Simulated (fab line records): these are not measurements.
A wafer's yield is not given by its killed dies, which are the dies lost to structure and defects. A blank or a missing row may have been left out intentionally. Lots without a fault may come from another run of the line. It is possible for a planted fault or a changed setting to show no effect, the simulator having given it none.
What tool caused it? + flow gf180mcu + 18 wafers from 6 lots sampled at 2 of the route's 602 steps

## WHAT EACH GAUGE READ, for each wafer
GF_V3_CD_MEAS_14 targets a cd of 260 nm.
| lot  | measured     | on       | cdNm (nm)         |
|------|--------------|----------|-------------------|
| L723 | day 22 19:56 | cdSem-02 | 259.8 259.6 261.8 |
| L725 | day 23 12:55 | cdSem-01 | 262.4 262.4 263.0 |
| L727 | day 24 09:34 | cdSem-02 | 259.8 257.7 258.6 |
| L733 | day 26 04:24 | cdSem-02 | 260.6 260.4 261.0 |
| L740 | day 28 08:46 | cdSem-01 | 260.2 259.2 259.5 |
| L744 | day 29 13:31 | cdSem-02 | 258.0 258.4 260.2 |

## WHAT TOOL EACH LOT RAN ON (gives the tool, then ch and the chambers of the sampled wafers, and finally the start)
| lot  | GF_V1_STRIP_18                      |
|------|-------------------------------------|
| L723 | plasmaAsher-02 ch 0,1, day 18 13:32 |
| L725 | plasmaAsher-04 ch 0,1, day 19 08:35 |
| L727 | plasmaAsher-02 ch 0,1, day 20 06:38 |
| L733 | plasmaAsher-04 ch 0,1, day 22 05:11 |
| L740 | plasmaAsher-02 ch 0,1, day 24 15:32 |
| L744 | plasmaAsher-01 ch 0,1, day 25 23:47 |
- GF_V1_STRIP_18: strips in O2/N2.

## THE ANSWER, worked out from the rows above alone
Rule: the usual values come from the lots themselves. The widest of any qualifying gaps counts: lots, ordered by their means at a reading, are off when they make up no more than a third of the lots, leave a main group of 4 or more, and stand apart from it by 3 or more times the standard deviation of that group's means. The tables above print the reading to a certain number of digits; a main group whose means all agree to those digits is not used. A lot without any number at a reading at which 4 lots or more have one is off too. The other lots that the step has rows for count as sound.
None of the lots is off at any reading shown; this tells nothing.

## WHAT WAS PUT IN BY THE SIMULATOR
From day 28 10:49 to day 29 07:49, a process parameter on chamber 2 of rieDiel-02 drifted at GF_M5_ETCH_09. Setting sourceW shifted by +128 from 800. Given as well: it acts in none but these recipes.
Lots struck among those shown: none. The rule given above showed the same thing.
